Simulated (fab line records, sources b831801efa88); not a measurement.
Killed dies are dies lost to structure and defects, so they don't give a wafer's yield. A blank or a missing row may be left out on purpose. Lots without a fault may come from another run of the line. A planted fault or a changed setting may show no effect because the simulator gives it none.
One fault seen from 2 desks | flow sky130 | each desk has only its own numbers; what lay behind them comes last

THE TOOL OWNER'S DESK: krf_scanner-02
The tool's own readings at SKY_METAL2_EXPOSE_12 (exposes mask MM2, target cd 140 nm): means of the sampled wafers that have a number, for each lot that ran on this tool. A lot is out of limits, marked OUT, if its mean lies more than 4 standard deviations from the usual mean; the brackets give that distance.
Columns: A = exposure_dose_mJ_cm2 at SKY_METAL2_EXPOSE_12, usual 27.932; B = reticle_temp_C at SKY_METAL2_EXPOSE_12, usual 23.02 C
lot  | first seen here | A                | B
L646 | day 34 09:17    | 27.904           | 23.12
L652 | day 36 12:36    | 27.971           | 22.91
L653 | day 37 00:49    | 27.948           | 23.03
L654 | day 37 01:59    | 27.942           | 23.00
L655 | day 37 07:59    | 27.927           | 23.03
L657 | day 38 02:43    | 26.853 (-37) OUT | 22.95
L658 | day 38 11:53    | 26.819 (-38) OUT | 23.03
L659 | day 38 17:06    | 27.058 (-30) OUT | 22.95
L660 | day 38 19:59    | 27.049 (-30) OUT | 22.93
This desk's finding: out of limits on L657, L658, L659, L660; first on L657, day 38 02:43 (exposure_dose_mJ_cm2 at SKY_METAL2_EXPOSE_12). In limits: L646, L652, L653, L654, L655.

THE METROLOGY DESK
What the gauges read, lot by lot, whatever tool the lot ran on: means of the sampled wafers that have a number. A lot is out of limits, marked OUT, if its mean lies more than 4 standard deviations from the usual mean; the brackets give that distance.
Columns: A = VIA1_W_THK at SKY_VIA1_THK_MEAS_23, usual 265 nm; B = METAL2_ALCU_THK at SKY_METAL2_THK_MEAS_06, usual 243.2 nm; C = cd_nm at SKY_METAL2_CD_MEAS_15, usual 140.0 nm
lot  | first seen here | A   | B     | C
L646 | day 33 19:29    | 263 | 244.9 | 140.1
L652 | day 35 22:24    | 265 | 245.5 | 138.1
L653 | day 36 11:28    | 265 | 243.4 | 139.5
L654 | day 36 12:55    | 265 | 242.0 | 139.6
L655 | day 36 18:14    | 270 | 242.9 | 137.4
L656 | day 37 12:21    | 261 | 239.5 | 140.9
L657 | day 37 12:41    | 265 | 244.2 | 145.4
L658 | day 37 22:31    | 270 | 244.1 | 148.6 (+5.4) OUT
L659 | day 38 03:31    | 268 | 245.0 | 145.6
L660 | day 38 06:15    | 267 | 240.9 | 148.1 (+5.0) OUT
L665 | day 40 02:26    | 266 | 242.2 | 139.9
L668 | day 40 10:45    | 263 | 241.6 | 139.8
This desk's finding: out of limits on L658, L660; first on L658, day 39 00:30 (cd_nm at SKY_METAL2_CD_MEAS_15). In limits: L646, L652, L653, L654, L655, L656, L657, L659, L665, L668.

PUT TOGETHER
The tool owner's desk could have raised an alarm at day 38 02:43, on L657, L658, L659, L660.
The metrology desk could have raised an alarm at day 39 00:30, on L658, L660.
The metrology desk has L657, L659 on record, within its limits.
Of the lots named, all ran SKY_METAL2_EXPOSE_12 on krf_scanner-02.

WHAT THE SIMULATOR HAD PUT IN
Process parameter drift: krf_scanner-02, from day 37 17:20 on, at SKY_METAL2_EXPOSE_12. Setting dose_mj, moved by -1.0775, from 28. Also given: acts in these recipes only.
Lots struck among those shown: L657, L658, L659, L660.
Hours from the fault's start to each desk's first reading out of limits: the tool owner's desk, 9; the metrology desk, 31.
